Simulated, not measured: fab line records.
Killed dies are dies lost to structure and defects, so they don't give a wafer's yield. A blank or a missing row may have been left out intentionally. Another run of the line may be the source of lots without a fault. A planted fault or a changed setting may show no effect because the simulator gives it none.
Comparing a struck lot with a sound one | flow gf180mcu | 14 out of 602 route steps
Sound: these wafers, L686.2, L686.4, L686.5. Wafers L688.1, L688.2, L688.4 were the ones struck. The cause is named last.
Each step with rows lists, per side, the tool, then ch with its chambers, then its first start. Under that, the readings that differ: sound wafers | struck wafers | difference of the means | sigmas: that difference in standard deviations of wafers without a fault.
alike: readings whose means differ by less than 2 such deviations, and words and numbers that are the same on both sides. not compared: withheld readings, readings that some wafer has no value for, bounds like >300 that may hide the same value, and numbers for which the record gives no deviation and whose values overlap.
Wherever a step has rows on one side only, a row that says differs or no value, or a row with sigmas, the two part there. When numbers do not overlap yet have no deviation, they are printed without sigmas and do not part them. Lack of a reading on every wafer of one side parts them only where that side has two or more wafers.

first, 2 steps without rows for these wafers: GF_VT_IMPLANT_PEB_16; GF_VT_IMPLANT_DEVELOP_17 (develop time 60 s).
GF_VT_IMPLANT_OVL_MEAS_18:
  sound: overlay-02 at day 8 20:17; struck: overlay-01 at day 9 11:53
  alike: VT_IMPLANT_01_OVL
after that, 1 step had no rows for these wafers: GF_VT_IMPLANT_IMPLANT_19.
GF_VT_IMPLANT_STRIP_20: strips in O2/N2.
  sound on plasma asher-04 ch 0,1, day 8 20:28; struck on plasma asher-02 ch 0,1, day 9 12:04
  alike: drypump motor current A, heater power w, oes product au, platen temp c, strip time to endpoint s
  not compared: rf hours counter h
GF_VT_IMPLANT_TW_MEAS_21:
  sound: film metro-02 at day 8 20:35; struck: film metro-03 at day 9 12:10
  alike: VT_IMPLANT_2_TW
then, 6 steps without rows for these wafers: GF_VT_IMPLANT_DEHYDRATE_22 (time 60 s); GF_VT_IMPLANT_HMDS_23 (prime time 60 s); GF_VT_IMPLANT_COAT_24 (resist thk 1000 nm); GF_VT_IMPLANT_SOFTBAKE_25 (time 60 s); GF_VT_IMPLANT_EXPOSE_26 (exposes mask LVPWELL HV AREA, target cd 860 nm); GF_VT_IMPLANT_PEB_27.
GF_VT_IMPLANT_DEVELOP_28: develop time 60 s.
  sound on litho track-04 ch 0, day 9 13:44; struck on litho track-02, day 10 03:59
  no value came back on the struck wafers for chill plate temp C (C), develop time s (s), exhaust pa (Pa), resist line temp C (C); on the sound wafers chill plate temp C (C) reads 22.92 23.01 23.03
GF_VT_IMPLANT_OVL_MEAS_29:
  sound: overlay-01 at day 9 13:52; struck: overlay-02 at day 10 04:08
  reading                | sound          | struck | difference                    | sigmas
  VT_IMPLANT_02_OVL (nm) | -0.6 -2.2 -1.2 | - - -  | no value on the struck wafers |

WHERE THEY PART
First at GF_VT_IMPLANT_DEVELOP_28; last, within this record, at GF_VT_IMPLANT_OVL_MEAS_29.

WHY: what the simulator had put in
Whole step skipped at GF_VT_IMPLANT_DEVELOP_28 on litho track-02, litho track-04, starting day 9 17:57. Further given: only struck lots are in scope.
